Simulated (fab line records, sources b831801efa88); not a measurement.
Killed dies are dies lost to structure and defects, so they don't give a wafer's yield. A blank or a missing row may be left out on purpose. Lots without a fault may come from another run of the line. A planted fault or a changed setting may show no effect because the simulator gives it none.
A struck lot beside a sound one | flow gf180mcu | 14 steps out of a route of 602
Sound: wafers L990.4, L990.5, L990.6. Struck: wafers L989.1, L989.2, L989.6. The cause comes at the end.
At each step with rows: each side's tool, then ch and its chambers, then its first start. Under that, the readings that differ: sound wafers | struck wafers | difference of the means | sigmas: that difference in standard deviations of wafers without a fault.
alike: readings whose means differ by less than 2 such deviations, and words and numbers that are the same on both sides. not compared: withheld readings, readings that some wafer has no value for, bounds like >300 that may hide the same value, and numbers for which the record gives no deviation and whose values overlap.
The two part at a step that has a row with sigmas, a row that says differs or no value, or rows on one side only. Numbers that don't overlap but have no deviation are shown without sigmas and don't part them. A reading that every wafer of one side lacks parts them only if that side has two wafers or more.

GF_M2_SPUTTER_00: material Ti, target thk 37.5 nm, time 150 s.
  sound on pvd_sputter-03, day 23 08:03; struck on pvd_sputter-03, day 22 18:22
  alike: cathode_dc_power_W, throttle_valve_pct
GF_M2_SPUTTER_01: material TiN, target thk 30 nm, time 25 s.
  sound on pvd_sputter-03, day 23 08:09; struck on pvd_sputter-03, day 22 18:28
  alike: cathode_dc_power_W, throttle_valve_pct
GF_M2_SPUTTER_02: material AlCu, target thk 450 nm, time 23.9 s.
  sound on pvd_sputter-03, day 23 08:11; struck on pvd_sputter-03, day 22 18:30
  alike: cathode_dc_power_W, throttle_valve_pct
GF_M2_SPUTTER_03: material Ti, target thk 10 nm, time 6.7 s.
  sound on pvd_sputter-03, day 23 08:13; struck on pvd_sputter-03, day 22 18:32
  alike: cathode_dc_power_W, throttle_valve_pct
GF_M2_SPUTTER_04: material TiN, target thk 50 nm, time 41.7 s.
  sound on pvd_sputter-03, day 23 08:14; struck on pvd_sputter-03, day 22 18:33
  alike: cathode_dc_power_W, throttle_valve_pct
GF_M2_RS_MEAS_05: measures by four-point-probe.
  sound on film_metro-04, day 23 08:20; struck on film_metro-03, day 22 18:35
  alike: M2_ALCU_RS
GF_M2_THK_MEAS_06: measures by xrf.
  sound on film_metro-04, day 23 08:25; struck on film_metro-03, day 22 18:43
  alike: M2_ALCU_THK
then, 5 steps without rows for these wafers: GF_M2_DEHYDRATE_07 (time 60 s); GF_M2_HMDS_08 (prime time 60 s); GF_M2_COAT_09 (resist thk 1000 nm); GF_M2_SOFTBAKE_10 (time 60 s); GF_M2_EXPOSE_11 (exposes mask Metal2, target cd 280 nm).
GF_M2_PEB_12: peb time 90 s.
  sound on litho_track-04 ch 0, day 24 05:50; struck on litho_track-02, day 23 14:50
  no value came back on the struck wafers for chill_plate_temp_C (C), exhaust_pa (Pa), resist_line_temp_C (C); on the sound wafers chill_plate_temp_C (C) reads 22.85 22.96 23.03
then, 1 step without rows for these wafers: GF_M2_DEVELOP_13 (develop time 60 s).

WHERE THEY PART
Only at GF_M2_PEB_12, within this record.

WHY: what the simulator had put in
Skipped step whole: litho_track-02, from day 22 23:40 on, at GF_M2_PEB_12. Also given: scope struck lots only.
